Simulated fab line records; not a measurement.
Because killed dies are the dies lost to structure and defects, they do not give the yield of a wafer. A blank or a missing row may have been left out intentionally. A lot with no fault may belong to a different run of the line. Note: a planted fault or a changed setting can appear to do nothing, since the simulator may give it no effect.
Which of the tools did it? :: flow sky130 :: 6 lots with 18 wafers sampled at 3 steps, on a route of 708 steps

WHAT THE GAUGES READ, wafer by wafer
SKY_METAL4_OVL_MEAS_14.
lot: L671
measured: day 41 18:18
on: overlay-01
METAL4_OVL (nm): 2 -2 2

lot: L675
measured: day 43 17:47
on: overlay-02
METAL4_OVL (nm): 0 0 -1

lot: L678
measured: day 44 02:09
on: overlay-02
METAL4_OVL (nm): 6 7 -2

lot: L683
measured: day 45 22:26
on: overlay-01
METAL4_OVL (nm): -2 2 -1

lot: L686
measured: day 46 09:12
on: overlay-02
METAL4_OVL (nm): 2 4 4

lot: L692
measured: day 47 19:26
on: overlay-01
METAL4_OVL (nm): 0 1 -7

WHICH TOOL RAN EACH LOT (tool, then ch and the chambers of the sampled wafers, then the start)
lot: L671
SKY_LOCAL_INTERCONNECT_METAL_ETCH_14: rie metal-01 ch 0,1, day 30 09:03
SKY_CAP2M_STRIP_14: plasma asher-04 ch 0,1, day 40 17:58

lot: L675
SKY_LOCAL_INTERCONNECT_METAL_ETCH_14: rie metal-01 ch 0,1, day 32 12:32
SKY_CAP2M_STRIP_14: plasma asher-01 ch 0,1, day 42 18:26

lot: L678
SKY_LOCAL_INTERCONNECT_METAL_ETCH_14: rie metal-01 ch 1, day 33 01:50
SKY_CAP2M_STRIP_14: plasma asher-01 ch 0,1, day 43 02:36

lot: L683
SKY_LOCAL_INTERCONNECT_METAL_ETCH_14: rie metal-03 ch 0,1, day 35 08:20
SKY_CAP2M_STRIP_14: plasma asher-01 ch 0,1, day 45 00:13

lot: L686
SKY_LOCAL_INTERCONNECT_METAL_ETCH_14: rie metal-03 ch 0,1, day 35 22:22
SKY_CAP2M_STRIP_14: plasma asher-04 ch 0,1, day 45 11:49

lot: L692
SKY_LOCAL_INTERCONNECT_METAL_ETCH_14: rie metal-01 ch 0,1, day 37 17:44
SKY_CAP2M_STRIP_14: plasma asher-01 ch 0,1, day 46 23:05
- SKY_LOCAL_INTERCONNECT_METAL_ETCH_14: etches TiN in Cl2/BCl3, stops on PSG, target depth 110 nm, time 31.4 s.
- SKY_CAP2M_STRIP_14: strips in O2/N2.

THE ANSWER, worked out from the rows above alone
Rule: usual is defined by the lots themselves. Put in order of their means at a reading, lots are off if they are a third of the lots or fewer, leave a main group of 4 or more, and stand apart from it by a gap of 3 or more times the standard deviation of the main group's means; of several such gaps the widest counts. Not used: any main group whose means are identical at the precision the tables above print for the reading. Also off: a lot with no number at a reading for which 4 or more lots have one. The other lots that the step has rows for count as sound.
No lot is off on any of the readings shown, so nothing can be concluded from this.

WHAT THE SIMULATOR PUT IN
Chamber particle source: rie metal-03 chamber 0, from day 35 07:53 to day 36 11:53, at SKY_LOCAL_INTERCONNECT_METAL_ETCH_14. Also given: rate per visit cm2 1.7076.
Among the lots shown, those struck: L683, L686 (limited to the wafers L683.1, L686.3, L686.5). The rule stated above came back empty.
